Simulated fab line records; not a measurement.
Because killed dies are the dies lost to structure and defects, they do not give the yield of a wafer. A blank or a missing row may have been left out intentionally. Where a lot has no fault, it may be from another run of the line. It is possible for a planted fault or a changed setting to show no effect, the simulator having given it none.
Code-filled problem report in 8D (eight disciplines) form ; flow sky130 ; the parts of the form that need people (team, actions taken, sign-off) are left out

== 1. THE PROBLEM ==
Mean METAL1_ALCU_THK at SKY_METAL1_THK_MEAS_06: 262.2 nm over 3 wafers in 2 lots; fault-free wafers: 250.3 nm, standard deviation 2.1. Measured from the usual mean, that is +5.7 standard deviations.
The step: measures by xrf.
First seen on wafer L249.1, day 36 03:17, on film metro-02. The record has a number at this step for 35 wafers belonging to 12 lots. By rule, "out" or "out of limits" means more than 4 standard deviations away from the usual mean. Any other wafer with a number is counted as sound.

== 2. WHAT THIS IS AND IS NOT ==
question;is;is not
which readings at this step;METAL1_ALCU_THK;-
which lots;L249, L253;L236, L238, L240, L241, L242, L244, L255, L256, L258, L259
which wafers of those lots;L249.1, L249.3, L253.3;L249.2, L253.6
read on which gauges;film metro-01, film metro-02;film metro-03
when;from day 36 03:17;"up to then (19 sound wafers); but 13 sound wafers of L253, L255, L256, L258, L259 came after"

== 3. SUSPECTS, AND WHAT RULES EACH OUT ==
Counting: if a tool at a process step up to the reading ran every lot that is out, it stays a suspect. Sound lots after the first of them don't rule it out here, since some wafers of a struck lot are sound.
- the gauge at SKY_METAL1_THK_MEAS_06: ruled out. 2 gauges (film metro-01, film metro-02) read the wafers that are out.
- cvd w-02 at SKY_LI_CONTACT_CVD_21 (deposits W, target thk 400 nm, time 120.56 s): kept. Every lot that is out went through it, the first being L249 (day 33 19:08); the last sound lot it ran before that was L242 (day 31 08:27).
- pvd sputter-02 at SKY_METAL1_SPUTTER_04 (material TiN, target thk 70 nm, time 58.3 s): kept. Every lot that is out went through it, the first being L249 (day 36 03:07); the last sound lot it ran before that was L244 (day 34 01:04).
Left after counting: cvd w-02 at SKY_LI_CONTACT_CVD_21, pvd sputter-02 at SKY_METAL1_SPUTTER_04.

== 4. THE CAUSE (what the simulator had put in) ==
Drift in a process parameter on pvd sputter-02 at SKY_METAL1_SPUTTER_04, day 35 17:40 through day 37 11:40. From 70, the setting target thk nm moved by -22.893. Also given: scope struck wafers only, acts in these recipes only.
Of the 2 suspects that counting leaves, this tool is one.

== 5. THE CHAIN OF EFFECTS, in route order ==
One row per reading whose mean, taken over the struck wafers that have a number, lies over 3 standard deviations from the usual. Readings are gone through only where the record gives a usual standard deviation; hours: the median, over the lots, of the time from a lot's start at the first step in this table giving one to that lot's start at this step; sigmas: the change measured in usual standard deviations.
hours;step;reading;usual;on struck wafers;change;sigmas
0;SKY_METAL1_THK_MEAS_06;METAL1_ALCU_THK;250.3 nm;262.2;+11.9;+5.7

== 6. HOW IT WOULD HAVE BEEN CAUGHT EARLIER ==
In this record the first reading out of limits at a measuring or inspecting step was taken at day 36 03:17, 10 hours after the fault began at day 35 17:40.
Tool readings at SKY_METAL1_SPUTTER_04 with a usual standard deviation given in the record: none out on any struck wafer, hence no alarm at a limit of 4 standard deviations on them.
Among the 2 lots that are out, L253 began SKY_METAL1_SPUTTER_04 on pvd sputter-02 after day 36 03:17. A tool hold placed at that time would have kept it from harm.
